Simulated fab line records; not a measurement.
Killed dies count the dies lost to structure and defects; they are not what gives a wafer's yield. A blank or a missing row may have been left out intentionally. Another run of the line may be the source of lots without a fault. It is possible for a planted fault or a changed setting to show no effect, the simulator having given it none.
A struck lot beside a sound one || flow sky130 || 43 steps out of a route of 708
Sound: these wafers, L639.2, L639.4, L639.6. Wafers struck: L652.1, L652.4, L652.6. Last of all comes the cause.
For every step that has rows: the tool of each side, followed by ch and its chambers, followed by its first start. Under that, the readings that differ: sound wafers || struck wafers || difference of the means || sigmas: that difference in standard deviations of wafers without a fault.
alike: a reading whose means differ by less than 2 such deviations, as well as words and numbers matching on both sides. not compared: withheld readings; readings where some wafer has no value; bounds like >300 that might hide an equal value; numbers whose values overlap and for which the record gives no deviation.
The two part at a step that has a row with sigmas, a row that says differs or no value, or rows on one side only. When numbers do not overlap yet have no deviation, they are printed without sigmas and do not part them. A reading that every wafer of one side lacks parts them only if that side has two wafers or more.

SKY_LDD_HVP_OVL_MEAS_07:
  sound on overlay-02 at day 22 18:34; struck on overlay-02 at day 27 00:33
  alike: LDD_HVP_OVL
after that, 1 step had no rows for these wafers: SKY_LDD_HVP_IMPLANT_08.
SKY_LDD_HVP_STRIP_09: strips in O2/N2.
  sound on plasma asher-01 ch 0,1, day 22 18:44; struck on plasma asher-04 ch 0,1, day 27 00:44
  alike: drypump motor current A, oes product au, strip time to endpoint s
  not compared: rf hours counter h
SKY_LDD_HVP_TW_MEAS_10:
  sound on film metro-04 at day 22 18:51; struck on film metro-03 at day 27 00:50
{"reading": "LDD_HVP_TW", "sound": "463 463 459", "struck": "452 452 450", "difference": -10, "sigmas": -2}
then, 7 steps without rows for these wafers: SKY_LDD_LDN_DEHYDRATE_00 (time 60 s); SKY_LDD_LDN_HMDS_01 (prime time 60 s); SKY_LDD_LDN_COAT_02 (resist thk 1140 nm); SKY_LDD_LDN_SOFTBAKE_03 (time 60 s); SKY_LDD_LDN_EXPOSE_04 (exposes mask LDNTM, target cd 700 nm); SKY_LDD_LDN_PEB_05; SKY_LDD_LDN_DEVELOP_06 (develop time 60 s).
SKY_LDD_LDN_OVL_MEAS_07:
  sound on overlay-02 at day 24 00:47; struck on overlay-01 at day 28 06:04
  alike: LDD_LDN_OVL
SKY_LDD_LDN_IMPLANT_08:
  sound on implanter-01 ch 0, day 24 00:50; struck on implanter-04 ch 0, day 28 06:06
  alike: end station pressure torr
then, 3 steps without rows for these wafers: SKY_LDD_LDN_IMPLANT_09; SKY_LDD_LDN_IMPLANT_10; SKY_LDD_LDN_IMPLANT_11.
SKY_LDD_LDN_STRIP_12: strips in O2/N2.
  sound on plasma asher-03 ch 1, day 24 01:25; struck on plasma asher-03 ch 0,1, day 28 06:42
  alike: drypump motor current A, oes product au, strip time to endpoint s
  not compared: rf hours counter h
SKY_LDD_LDN_TW_MEAS_13:
  sound on film metro-01 at day 24 01:32; struck on film metro-01 at day 28 06:48
  alike: LDD_LDN_TW
then, 2 steps without rows for these wafers: SKY_LDD_LDN_CLEAN_14 (cleans in SC1/SC2, time 150 s); SKY_SPACER_CVD_00 (deposits Si3N4 from DCS/NH3, target thk 43.1 nm, time 740 s).
SKY_SPACER_THK_MEAS_01:
  sound on film metro-04 at day 24 02:50; struck on film metro-01 at day 28 08:07
  alike: SPACER_CVD_00_THK
SKY_SPACER_ETCHBACK_02: etches Si3N4 in CH3F/O2, stops on SiO2, time 46.7 s, target depth 45 nm.
  sound on rie diel-01 ch 1,2,3, day 24 02:53; struck on rie diel-04 ch 0,1,2, day 28 08:11
  alike: ch3f flow sccm, drypump motor current A, oes product au, throttle valve pct
  not compared: rf hours counter h
then, 8 steps without rows for these wafers: SKY_POLY_CUT_DEHYDRATE_00 (time 60 s); SKY_POLY_CUT_HMDS_01 (prime time 60 s); SKY_POLY_CUT_COAT_02 (resist thk 60 nm); SKY_POLY_CUT_COAT_03 (resist thk 450 nm); SKY_POLY_CUT_SOFTBAKE_04 (time 90 s); SKY_POLY_CUT_EXPOSE_05 (exposes mask NPCM, target cd 270 nm); SKY_POLY_CUT_PEB_06; SKY_POLY_CUT_DEVELOP_07 (develop time 60 s).
SKY_POLY_CUT_CD_MEAS_08 targets a cd of 270 nm.
  sound on cd sem-02 at day 25 08:21; struck on cd sem-01 at day 29 12:22
  alike: cd nm
SKY_POLY_CUT_OVL_MEAS_09:
  sound on overlay-02 at day 25 08:28; struck on overlay-02 at day 29 12:29
  alike: POLY_CUT_OVL
SKY_POLY_CUT_ETCH_10: etches BARC in N2/H2, stops on SiO2, time 45.9 s, target depth 60 nm.
  sound on rie diel-01 ch 0,3, day 25 08:29; struck on rie diel-03 ch 1,3, day 29 12:31
  alike: drypump motor current A, oes product au, throttle valve pct
  not compared: rf hours counter h
SKY_POLY_CUT_ETCH_11: etches Si3N4 in CF4/CH2F2/Ar, stops on poly-Si, time 42.5 s, target depth 60 nm.
  sound on rie diel-01 ch 0,3, day 25 08:32; struck on rie diel-03 ch 1,3, day 29 12:35
  alike: drypump motor current A, oes product au, throttle valve pct
  not compared: rf hours counter h
then, 8 steps without rows for these wafers: SKY_POLY_CUT_STRIP_12 (strips in O2/N2); SKY_SD_P_DEHYDRATE_00 (time 60 s); SKY_SD_P_HMDS_01 (prime time 60 s); SKY_SD_P_COAT_02 (resist thk 1140 nm); SKY_SD_P_SOFTBAKE_03 (time 60 s); SKY_SD_P_EXPOSE_04 (exposes mask PSDM, target cd 380 nm); SKY_SD_P_PEB_05; SKY_SD_P_DEVELOP_06 (develop time 60 s).
-- the record jumps here: 20 days lie between the struck wafers' starts before and after (it left off in module SD_P and takes up again in module PAD_OPEN, whose first step shown is number 708 of the route) --
SKY_PAD_OPEN_PROBE_99:
  sound on prober-01 at day 46 15:32; struck on prober-02 at day 49 11:19
{"reading": "model.etest.tip sonos.rs ohm sq range", "sound": "38.28 34.23 27.28", "struck": "137.7 130.2 133.9", "difference": "+100.7", "sigmas": ""}
  alike: killed_at_M0_to_M3, killed_at_M4_up, killed at contacts, killed at front end, killed at other, killed dies, killed open, killed short

WHERE THEY PART
Only at SKY_LDD_HVP_TW_MEAS_10, as far as this record shows. Later steps at which nothing parts them and some readings are alike: SKY_LDD_LDN_OVL_MEAS_07, SKY_LDD_LDN_IMPLANT_08, SKY_LDD_LDN_STRIP_12, SKY_LDD_LDN_TW_MEAS_13, SKY_SPACER_THK_MEAS_01, SKY_SPACER_ETCHBACK_02, SKY_POLY_CUT_CD_MEAS_08, SKY_POLY_CUT_OVL_MEAS_09, SKY_POLY_CUT_ETCH_10, SKY_POLY_CUT_ETCH_11, SKY_PAD_OPEN_PROBE_99.

WHY: what the simulator had put in
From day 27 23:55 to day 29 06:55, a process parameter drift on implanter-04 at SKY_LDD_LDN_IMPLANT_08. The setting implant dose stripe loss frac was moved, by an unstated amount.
